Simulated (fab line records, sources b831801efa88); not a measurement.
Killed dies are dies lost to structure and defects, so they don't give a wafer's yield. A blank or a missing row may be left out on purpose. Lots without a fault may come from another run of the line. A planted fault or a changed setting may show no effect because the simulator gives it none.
fab line records | flow gf180mcu
record lots=6 wafers=18 last_day=33
route steps=602 shown VT_IMPLANT@109
lots that met no fault: from a run of the same line without faults
start_h: hours from the record's first day to the start of the lot's first wafer shown | wait_h: hours since the lot's step before | " the same as in the row above | L1.1+2: a row that stands for several wafers | - no value, or no start given | * or withheld: withheld | < > ~ a bound
route shown NAME@n: a module of which the file shows steps, and the number in the route of the first | usual: mean/standard deviation of fault-free wafers | same: alike in all rows | chamber/n: place in a boat | sites: the reading at each site | _std_site: their standard deviation | _edge_site: outer sites' mean less inner sites' | radius_mm: how far each site lies from the wafer's centre | mask NAME#n: copy n | behind: the tool/chamber that last shaped the wafer | hold: why the lot was held/for how many hours/how that ended | device: the transistor (n, p or np) that didn't switch | end of line: the same wafers' tests at the end of the route | a step without rows: its recipe alone | killed: dies lost to structure and defects at the first sort, not the wafer's yield | map: a wafer's dies, x killed, . not, _ none there
set.NAME: the setting as run; set.NAME@STEP: as run at that earlier step | model.NAME: the simulator's own value behind a step, which no gauge read
lots at some steps of the route; a table a step, a row a wafer
services: from which hour (start_h, from the record's first day; less than 0 if before it) a tool's chamber was out of use, for how many hours, and why
## steps
# step GF_VT_IMPLANT_IMPLANT_19
# recipe species=As energy_kev=100 dose_cm2=4.35e+12 tilt_deg=7
# step GF_VT_IMPLANT_STRIP_20
# recipe chemistry=O2/N2 power_w=1400 pressure_mtorr=1500 platen_temp_c=250 o2_flow_sccm=3000 n2_flow_sccm=300 overash_fraction=0.5
# usual chamber_pressure_mTorr=1500.1/1.3 drypump_motor_current_A=5.7/0.49 heater_power_w=322/38 n2_flow_sccm=299.9/0.94 oes_product_au=0.716/0.0042 strip_time_to_endpoint_s=12.60/0.04
# columns lot.wafer tool chamber start_h wait_h chamber_pressure_mTorr drypump_motor_current_A heater_power_w n2_flow_sccm oes_product_au rf_hours_counter_h strip_time_to_endpoint_s
L380.1 plasma_asher-04 1 124.77 0.1 1498.8 5.2 290 300.2 0.713 35 12.61
L380.2 " 0 " " 1499.5 5.7 324 300.2 0.717 35 12.65
L380.3 " 0 " " 1499.4 5.6 328 299.9 0.715 - 12.64
L384.2 plasma_asher-01 1 150.77 0.1 1501.5 6.0 384 298.4 0.718 51 12.56
L384.3 " 0 " " 1499.3 5.3 288 299.8 0.708 - 12.54
L384.4 " 1 " " 1501.4 6.1 393 298.4 0.720 - 12.54
L385.4 plasma_asher-04 0 159.73 0.1 1502.3 5.6 324 300.2 0.719 - 12.66
L385.5 " 1 " " 1501.3 5.2 283 298.2 0.707 - 12.67
L385.6 " 0 " " 1498.8 5.6 330 299.1 0.713 - 12.64
L394.2 plasma_asher-03 1 217.84 0.1 1500.2 6.6 367 296.7 0.708 9 12.59
L394.4 " 1 " " 1501.2 6.5 368 299.8 0.717 - 12.60
L394.5 " 0 " " 1500.4 6.6 312 300.5 0.718 - 12.57
L396.1 plasma_asher-04 1 227.64 0.1 1499.6 5.2 285 299.0 0.723 47 12.63
L396.3 " 0 " " 1499.8 5.7 329 299.7 0.716 - 12.60
L396.5 " 0 " " 1498.6 5.6 335 300.4 0.718 - 12.60
L399.1 plasma_asher-01 0 247.50 0.1 1501.2 5.3 286 299.6 0.717 61 12.60
L399.4 " 1 " " 1498.3 6.1 381 301.1 0.720 - 12.57
L399.5 " 1 " " 1497.8 6.1 375 300.3 0.709 - 12.57
# step GF_VT_IMPLANT_TW_MEAS_21
# usual VT_IMPLANT_2_TW=1219/8.3
# columns lot.wafer tool chamber start_h wait_h VT_IMPLANT_2_TW
L380.1 film_metro-01 - 124.87 0.1 1216
L380.2 " - " " 1219
L380.3 " - " " 1219
L384.2 film_metro-02 - 150.88 0.1 1208
L384.3 " - " " 1205
L384.4 " - " " 1204
L385.4 film_metro-01 - 159.83 0.1 1217
L385.5 " - " " 1222
L385.6 " - " " 1226
L394.2 film_metro-03 - 217.95 0.1 1232
L394.4 " - " " 1228
L394.5 " - " " 1223
L396.1 film_metro-02 - 227.74 0.1 1201
L396.3 " - " " 1206
L396.5 " - " " 1204
L399.1 film_metro-01 - 247.60 0.1 1236
L399.4 " - " " 1226
L399.5 " - " " 1227
# step GF_VT_IMPLANT_DEHYDRATE_22
# recipe temp_c=200 time_s=60
# step GF_VT_IMPLANT_HMDS_23
# recipe prime_time_s=60 prime_temp_c=120
# step GF_VT_IMPLANT_COAT_24
# recipe resist=NOVOLAK spin_rpm=3000 resist_thk_nm=1000
# step GF_VT_IMPLANT_SOFTBAKE_25
# recipe temp_c=90 time_s=60 resist=NOVOLAK
# step GF_VT_IMPLANT_EXPOSE_26
# recipe mask_id=LVPWELL_HV_AREA target_cd_nm=860 na=0.6 source_shape=conventional sigma_outer=0.6 dose_mj=140
# step GF_VT_IMPLANT_PEB_27
# recipe temp_c=withheld time_s=* resist=NOVOLAK
# step GF_VT_IMPLANT_DEVELOP_28
# recipe develop_time_s=60 dev_temp_c=23
# step GF_VT_IMPLANT_OVL_MEAS_29
# usual VT_IMPLANT_02_OVL=-1.1/1.7
# columns lot.wafer tool chamber start_h wait_h VT_IMPLANT_02_OVL[nm]
L380.1 overlay-02 - 140.31 0.1 1.0
L380.2 " - " " 1.8
L380.3 " - " " 0.6
L384.2 overlay-02 - 166.31 0.1 -1.3
L384.3 " - " " -2.0
L384.4 " - " " -1.4
L385.4 overlay-01 - 175.95 0.1 -1.5
L385.5 " - " " -2.6
L385.6 " - " " -0.8
L394.2 overlay-02 - 235.66 0.1 -0.2
L394.4 " - " " -0.3
L394.5 " - " " 1.3
L396.1 overlay-02 - 245.91 0.1 0.2
L396.3 " - " " 2.0
L396.5 " - " " 0.3
L399.1 overlay-02 - 265.71 0.1 -4.0
L399.4 " - " " -1.8
L399.5 " - " " -2.4
# step GF_VT_IMPLANT_IMPLANT_30
# recipe species=B energy_kev=25 dose_cm2=2.534e+12 tilt_deg=7
# step GF_VT_IMPLANT_STRIP_31
# recipe chemistry=O2/N2 power_w=1400 pressure_mtorr=1500 platen_temp_c=250 o2_flow_sccm=3000 n2_flow_sccm=300 overash_fraction=0.5
# usual chamber_pressure_mTorr=1499.9/1.5 drypump_motor_current_A=5.9/0.56 heater_power_w=326/36 n2_flow_sccm=299.9/0.86 oes_product_au=0.716/0.0044 strip_time_to_endpoint_s=12.61/0.047
# columns lot.wafer tool chamber start_h wait_h chamber_pressure_mTorr drypump_motor_current_A heater_power_w n2_flow_sccm oes_product_au rf_hours_counter_h strip_time_to_endpoint_s model.NOVOLAK_of_VT_IMPLANT_COAT_24.thk_nm
L380.1 plasma_asher-04 1 140.49 0.1 1500.2 5.2 286 299.0 0.717 37 12.63 0
L380.2 " 0 " " 1498.7 5.7 321 300.0 0.716 37 12.61 0
L380.3 " 1 " " 1499.2 5.2 280 299.9 0.719 - 12.57 0
L384.2 plasma_asher-04 0 166.49 0.1 - - - - - - - 997
L384.3 " 0 " " - - - - - - - 997.7
L384.4 " 1 " " - - - - - - - 997.9
L385.4 plasma_asher-01 1 176.15 0.1 - - - - - - - 995.8
L385.5 " 1 " " - - - - - - - 998.1
L385.6 " 0 " " - - - - - - - 998.7
L394.2 plasma_asher-03 0 235.84 0.1 1498.6 6.6 327 298.4 0.714 11 12.61 0
L394.4 " 1 " " 1497.6 6.6 361 299.7 0.712 - 12.62 0
L394.5 " 1 " " 1499.7 6.6 363 299.5 0.717 - 12.59 0
L396.1 plasma_asher-01 1 246.10 0.1 1502.0 6.1 382 298.5 0.713 61 12.58 0
L396.3 " 1 " " 1498.8 6.1 387 300.2 0.725 - 12.58 0
L396.5 " 0 " " 1500.0 5.3 278 299.6 0.705 - 12.60 0
L399.1 plasma_asher-04 1 265.90 0.1 1499.3 5.2 292 299.2 0.718 51 12.69 0
L399.4 " 1 " " 1499.2 5.2 290 300.8 0.719 - 12.68 0
L399.5 " 0 " " 1500.4 5.6 325 299.4 0.717 - 12.69 0
# step GF_VT_IMPLANT_TW_MEAS_32
# usual VT_IMPLANT_3_TW=269.6/2
# columns lot.wafer tool chamber start_h wait_h VT_IMPLANT_3_TW
L380.1 film_metro-02 - 140.59 0.1 266.1
L380.2 " - " " 265.8
L380.3 " - " " 266.0
L384.2 film_metro-01 - 166.60 0.1 270.8
L384.3 " - " " 268.9
L384.4 " - " " 269.7
L385.4 film_metro-02 - 176.25 0.1 267.8
L385.5 " - " " 265.7
L385.6 " - " " 266.5
L394.2 film_metro-03 - 235.95 0.1 272.2
L394.4 " - " " 272.0
L394.5 " - " " 272.3
L396.1 film_metro-01 - 246.20 0.1 271.1
L396.3 " - " " 271.5
L396.5 " - " " 271.1
L399.1 film_metro-03 - 266.00 0.1 271.4
L399.4 " - " " 270.1
L399.5 " - " " 271.4
# step GF_VT_IMPLANT_DEHYDRATE_33
# recipe temp_c=200 time_s=60
# step GF_VT_IMPLANT_HMDS_34
# recipe prime_time_s=60 prime_temp_c=120
# step GF_VT_IMPLANT_COAT_35
# recipe resist=NOVOLAK spin_rpm=3000 resist_thk_nm=1000
# step GF_VT_IMPLANT_SOFTBAKE_36
# recipe temp_c=90 time_s=60 resist=NOVOLAK
# step GF_VT_IMPLANT_EXPOSE_37
# recipe mask_id=Nwell_HV_AREA target_cd_nm=860 na=0.6 source_shape=conventional sigma_outer=0.6 dose_mj=140
# step GF_VT_IMPLANT_PEB_38
# recipe temp_c=withheld time_s=* resist=NOVOLAK
# step GF_VT_IMPLANT_DEVELOP_39
# recipe develop_time_s=60 dev_temp_c=23
# step GF_VT_IMPLANT_OVL_MEAS_40
# usual VT_IMPLANT_03_OVL=-1.2/1.3
# columns lot.wafer tool chamber start_h wait_h VT_IMPLANT_03_OVL[nm]
L380.1 overlay-02 - 155.93 0.1 -0.4
L380.2 " - " " -1.1
L380.3 " - " " -1.5
L384.2 overlay-02 - 183.32 0.1 -2.5
L384.3 " - " " -2.3
L384.4 " - " " -1.5
L385.4 overlay-01 - 192.58 0.1 -2.6
L385.5 " - " " -0.4
L385.6 " - " " -2.6
L394.2 overlay-02 - 253.82 0.1 -1.7
L394.4 " - " " -0.4
L394.5 " - " " 0.3
L396.1 overlay-01 - 264.58 0.1 -2.4
L396.3 " - " " -3.3
L396.5 " - " " -3.1
L399.1 overlay-01 - 285.33 0.1 -1.6
L399.4 " - " " -0.9
L399.5 " - " " -2.1
# step GF_VT_IMPLANT_IMPLANT_41
# recipe species=As energy_kev=70 dose_cm2=1.013e+12 tilt_deg=7
# step GF_VT_IMPLANT_STRIP_42
# recipe chemistry=O2/N2 power_w=1400 pressure_mtorr=1500 platen_temp_c=250 o2_flow_sccm=3000 n2_flow_sccm=300 overash_fraction=0.5
# usual chamber_pressure_mTorr=1500.0/1.5 drypump_motor_current_A=5.8/0.53 heater_power_w=327/39 n2_flow_sccm=300.1/0.88 oes_product_au=0.716/0.0045 strip_time_to_endpoint_s=12.63/0.042
# columns lot.wafer tool chamber start_h wait_h chamber_pressure_mTorr drypump_motor_current_A heater_power_w n2_flow_sccm oes_product_au rf_hours_counter_h strip_time_to_endpoint_s
L380.1 plasma_asher-01 1 156.12 0.1 1499.4 6.0 376 302.0 0.704 51 12.68
L380.2 " 0 " " 1501.5 5.3 289 301.5 0.717 51 12.65
L380.3 " 1 " " 1500.6 6.0 367 299.4 0.716 - 12.62
L384.2 plasma_asher-01 1 183.50 0.1 1497.2 6.1 383 299.9 0.719 55 27.58
L384.3 " 1 " " 1500.4 6.1 383 300.3 0.723 - 27.60
L384.4 " 0 " " 1499.1 5.3 288 299.9 0.728 - 27.63
L385.4 plasma_asher-01 0 192.78 0.1 1501.2 5.3 286 298.4 0.723 - 27.53
L385.5 " 0 " " 1498.1 5.3 287 299.0 0.727 - 27.56
L385.6 " 1 " " 1499.1 6.0 383 300.2 0.724 - 27.58
L394.2 plasma_asher-01 0 254.00 0.1 1502.3 5.3 283 301.5 0.724 62 12.72
L394.4 " 1 " " 1498.0 6.1 396 300.7 0.727 - 12.69
L394.5 " 0 " " 1499.3 5.3 275 300.4 0.710 - 12.71
L396.1 plasma_asher-01 0 264.76 0.1 1502.7 5.3 283 301.5 0.712 63 12.56
L396.3 " 1 " " 1498.6 6.1 387 300.1 0.716 - 12.58
L396.5 " 0 " " 1501.6 5.3 282 301.2 0.720 - 12.59
L399.1 plasma_asher-01 1 285.51 0.1 1499.6 6.0 377 298.2 0.716 65 12.62
L399.4 " 1 " " 1499.0 6.0 378 300.5 0.711 - 12.58
L399.5 " 1 " " 1499.1 6.0 387 299.3 0.720 - 12.61
# step GF_VT_IMPLANT_TW_MEAS_43
# usual VT_IMPLANT_4_TW=691/6.8
# columns lot.wafer tool chamber start_h wait_h hold VT_IMPLANT_4_TW
L380.1 film_metro-03 - 156.22 0.1 - 698
L380.2 " - " " - 695
L380.3 " - " " - 694
L384.2 film_metro-03 - 183.61 0.1 await_dispo/0.2h/release 30
L384.3 " - " " await_dispo/0.2h/release 31
L384.4 " - " " await_dispo/0.2h/release 30
L384.2 film_metro-03 - 183.83 0.2 - 30
L384.3 " - " " - 30
L384.4 " - " " - 30
L385.4 film_metro-01 - 192.87 0.1 await_dispo/0.2h/release 30
L385.5 " - " " await_dispo/0.2h/release 30
L385.6 " - " " await_dispo/0.2h/release 30
L385.4 film_metro-01 - 193.10 0.2 - 30
L385.5 " - " " - 30
L385.6 " - " " - 30
L394.2 film_metro-02 - 254.11 0.1 - 684
L394.4 " - " " - 685
L394.5 " - " " - 685
L396.1 film_metro-02 - 264.86 0.1 - 682
L396.3 " - " " - 681
L396.5 " - " " - 682
L399.1 film_metro-02 - 285.61 0.1 - 680
L399.4 " - " " - 681
L399.5 " - " " - 682
## services
# columns tool chamber start_h hours kind
plasma_asher-03 - 108.75 9.0 pm
plasma_asher-03 0 108.75 9.0 vent_cycle
plasma_asher-03 1 108.75 9.0 vent_cycle
plasma_asher-03 0 117.75 - clean
plasma_asher-03 1 117.75 - clean
plasma_asher-03 - 137.58 1.4 repair
plasma_asher-03 - 160.63 4.0 repair
plasma_asher-03 - 200.33 2.7 repair
plasma_asher-03 - 262.77 1.6 repair
plasma_asher-01 - 267.88 6.8 repair
plasma_asher-04 - 271.22 2.1 repair
## key
first_sign step=GF_VT_IMPLANT_STRIP_31 reading=tool_record direction=missing
effect step=GF_VT_IMPLANT_STRIP_42 reading=strip_time_to_endpoint_s direction=up sigmas=99+ usual=* struck=*
effect step=GF_VT_IMPLANT_TW_MEAS_43 reading=visit direction=added
effect step=GF_VT_IMPLANT_TW_MEAS_43 reading=VT_IMPLANT_4_TW direction=down sigmas=97 usual=691 struck=30
model_effect step=GF_VT_IMPLANT_STRIP_31 value=NOVOLAK_of_VT_IMPLANT_COAT_24.thk_nm without=0 struck=997.5
met_at GF_VT_IMPLANT_STRIP_31
struck_wafers L384.2,L384.3,L384.4,L385.4,L385.5,L385.6
scrapped_behind GF_VT_IMPLANT_TW_MEAS_43 L384.2,L384.3,L384.4,L385.4,L385.5,L385.6
onset_between 140.49 166.49
fault kind=skipped_step_whole tool=plasma_asher-01,plasma_asher-04 chamber=- onset_h=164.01 steps=GF_VT_IMPLANT_STRIP_31 scope=struck_lots_only
